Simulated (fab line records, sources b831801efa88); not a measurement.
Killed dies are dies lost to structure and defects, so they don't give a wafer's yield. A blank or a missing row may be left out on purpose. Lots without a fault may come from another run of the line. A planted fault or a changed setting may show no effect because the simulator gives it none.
Which tool did it? | flow gf180mcu | 12 lots, 36 wafers sampled, at 4 steps of a route of 602

WHAT THE GAUGES READ, wafer by wafer
GF_VT_IMPLANT_TW_MEAS_21. Usual: VT_IMPLANT_2_TW 1215, standard deviation 6.4.
lot  | measured     | on            | VT_IMPLANT_2_TW | flag
L916 | day 6 06:13  | film_metro-04 | 1215 1221 1221  |
L922 | day 7 23:40  | film_metro-04 | 922 924 918     | OFF
L924 | day 8 09:25  | film_metro-03 | 1213 1211 1212  |
L927 | day 9 04:16  | film_metro-02 | 916 912 911     | OFF
L929 | day 9 17:06  | film_metro-02 | 1207 1214 1211  |
L930 | day 10 00:22 | film_metro-03 | 1217 1208 1213  |
L931 | day 10 09:43 | film_metro-04 | 1223 1219 1224  |
L932 | day 10 11:58 | film_metro-03 | 1216 1214 1216  |
L933 | day 10 19:40 | film_metro-04 | 1227 1224 1225  |
L935 | day 11 11:22 | film_metro-04 | 1227 1228 1226  |
L937 | day 11 19:52 | film_metro-03 | 1216 1214 1210  |
L939 | day 12 15:40 | film_metro-04 | 1222 1214 1224  |

GF_VT_IMPLANT_OVL_MEAS_29. Usual: VT_IMPLANT_02_OVL 0.1 nm, standard deviation 1.6.
lot  | measured     | on         | VT_IMPLANT_02_OVL (nm) | flag
L916 | day 6 20:58  | overlay-02 | 0.7 0.3 -0.7           |
L922 | day 8 16:11  | overlay-01 | 1.1 1.9 3.5            |
L924 | day 9 01:41  | overlay-02 | -1.5 -0.1 -1.1         |
L927 | day 9 20:31  | overlay-02 | 2.3 1.8 2.3            |
L929 | day 10 10:34 | overlay-02 | 0.8 2.1 0.8            |
L930 | day 10 19:13 | overlay-02 | -1.4 -1.2 -0.2         |
L931 | day 11 04:22 | overlay-02 | -2.8 -4.1 -1.5         |
L932 | day 11 06:28 | overlay-01 | -1.0 -0.2 0.0          |
L933 | day 11 14:01 | overlay-01 | -0.8 -2.1 -2.1         |
L935 | day 12 06:29 | overlay-02 | 1.3 0.6 0.3            |
L937 | day 12 15:13 | overlay-02 | 0.1 0.0 -0.5           |
L939 | day 13 11:59 | overlay-02 | -1.7 -3.2 -2.0         |

WHICH TOOL RAN EACH LOT (tool, then ch and the chambers of the sampled wafers, then the start)
lot  | GF_VT_IMPLANT_IMPLANT_19        | GF_VT_IMPLANT_STRIP_20
L916 | implanter-02 ch 0, day 6 05:59  | plasma_asher-03 ch 1, day 6 06:06
L922 | implanter-02 ch 0, day 7 23:26  | plasma_asher-03 ch 0,1, day 7 23:34
L924 | implanter-04 ch 0, day 8 09:12  | plasma_asher-01 ch 0,1, day 8 09:20
L927 | implanter-02 ch 0, day 9 04:02  | plasma_asher-02 ch 0,1, day 9 04:09
L929 | implanter-01 ch 0, day 9 16:51  | plasma_asher-03 ch 0, day 9 17:00
L930 | implanter-01 ch 0, day 10 00:08 | plasma_asher-03 ch 0,1, day 10 00:15
L931 | implanter-04 ch 0, day 10 09:29 | plasma_asher-01 ch 0,1, day 10 09:37
L932 | implanter-01 ch 0, day 10 11:43 | plasma_asher-03 ch 0,1, day 10 11:52
L933 | implanter-01 ch 0, day 10 19:26 | plasma_asher-03 ch 0,1, day 10 19:34
L935 | implanter-04 ch 0, day 11 11:07 | plasma_asher-02 ch 0,1, day 11 11:16
L937 | implanter-01 ch 0, day 11 19:37 | plasma_asher-01 ch 0,1, day 11 19:45
L939 | implanter-01 ch 0, day 12 15:26 | plasma_asher-03 ch 0,1, day 12 15:34
- GF_VT_IMPLANT_IMPLANT_19
- GF_VT_IMPLANT_STRIP_20: strips in O2/N2.

WHAT THE TOOLS THEMSELVES READ (means of the sampled wafers that have a number; where no wafer has one, the mark that the record gives instead)
GF_VT_IMPLANT_IMPLANT_19. Usual: dose_ions_cm2 4.35e+12, standard deviation 4.8e+09; faraday_current_uA 24.5, standard deviation 0.53.
lot  | tool         | dose_ions_cm2 | faraday_current_uA | flag
L916 | implanter-02 | 4.34e+12      | 25.0               |
L922 | implanter-02 | 1.79e+12      | 10.0               | OFF
L924 | implanter-04 | 4.35e+12      | 24.8               |
L927 | implanter-02 | 1.79e+12      | 10.1               | OFF
L929 | implanter-01 | 4.34e+12      | 25.0               |
L930 | implanter-01 | 4.35e+12      | 24.6               |
L931 | implanter-04 | 4.35e+12      | 24.7               |
L932 | implanter-01 | 4.35e+12      | 23.9               |
L933 | implanter-01 | 4.35e+12      | 24.1               |
L935 | implanter-04 | 4.35e+12      | 24.6               |
L937 | implanter-01 | 4.35e+12      | 24.4               |
L939 | implanter-01 | 4.35e+12      | 24.7               |

GF_VT_IMPLANT_STRIP_20. Usual: drypump_motor_current_A 5.7 A, standard deviation 0.41; heater_power_w 322 W, standard deviation 16; oes_product_au 0.716 a.u., standard deviation 0.0048; strip_time_to_endpoint_s 12.62 s, standard deviation 0.03.
lot  | tool            | drypump_motor_current_A (A) | heater_power_w (W) | oes_product_au (a.u.) | strip_time_to_endpoint_s (s) | flag
L916 | plasma_asher-03 | 6.3                         | 328                | 0.713                 | 12.60                        |
L922 | plasma_asher-03 | 6.1                         | 319                | 0.717                 | 12.60                        |
L924 | plasma_asher-01 | 5.4                         | 336                | 0.718                 | 12.63                        |
L927 | plasma_asher-02 | 5.3                         | 311                | 0.716                 | 12.62                        |
L929 | plasma_asher-03 | 5.7                         | 317                | 0.714                 | 12.62                        |
L930 | plasma_asher-03 | 5.9                         | 324                | 0.713                 | 12.63                        |
L931 | plasma_asher-01 | 5.4                         | 336                | 0.719                 | 12.57                        |
L932 | plasma_asher-03 | 6.1                         | 322                | 0.721                 | 12.64                        |
L933 | plasma_asher-03 | 6.2                         | 318                | 0.715                 | 12.61                        |
L935 | plasma_asher-02 | 5.3                         | 310                | 0.714                 | 12.60                        |
L937 | plasma_asher-01 | 5.4                         | 336                | 0.718                 | 12.60                        |
L939 | plasma_asher-03 | 6.1                         | 328                | 0.718                 | 12.65                        |

THE ANSWER, worked out from the rows above alone
Rule: a lot is off if the mean of its wafers that have a number lies more than 3 standard deviations from the usual mean. A lot without any number at a reading at which 4 lots or more have one is off too. The other lots that the step has rows for count as sound. The gauges are gone through in route order, then the tools' own readings, and for those a lot's mean is taken as printed above. The first step at which some lot is off is used, and at that step the reading that is off furthest; a lot without a number counts as furthest.
Off: L922, L927, at GF_VT_IMPLANT_TW_MEAS_21 (VT_IMPLANT_2_TW).
A tool fits if, at a process step before that reading, it ran every lot that is off, and no sound lot after the first of them. The gauges at GF_VT_IMPLANT_TW_MEAS_21 aren't tried: what is off there is off at GF_VT_IMPLANT_IMPLANT_19 too, on other tools, and a gauge's error can't cause that. One fits: implanter-02 at GF_VT_IMPLANT_IMPLANT_19. Its last sound lot is L916 (day 6 05:59), its first lot that is off L922 (day 7 23:26): a fault that began between those two fits.
The tool's own readings at GF_VT_IMPLANT_IMPLANT_19 bear it out: on the lots that are off they differ by more than 5 times the standard deviation of the sound lots' means. dose_ions_cm2 reads 1.79e+12 there against 4.35e+12 on the sound lots; faraday_current_uA reads 10.1 there against 24.6 on the sound lots.

WHAT THE SIMULATOR HAD PUT IN
Process parameter drift: implanter-02, from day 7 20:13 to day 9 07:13, at GF_VT_IMPLANT_IMPLANT_19. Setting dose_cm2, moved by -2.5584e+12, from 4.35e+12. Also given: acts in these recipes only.
Lots struck among those shown: L922, L927. The rule above found the same.
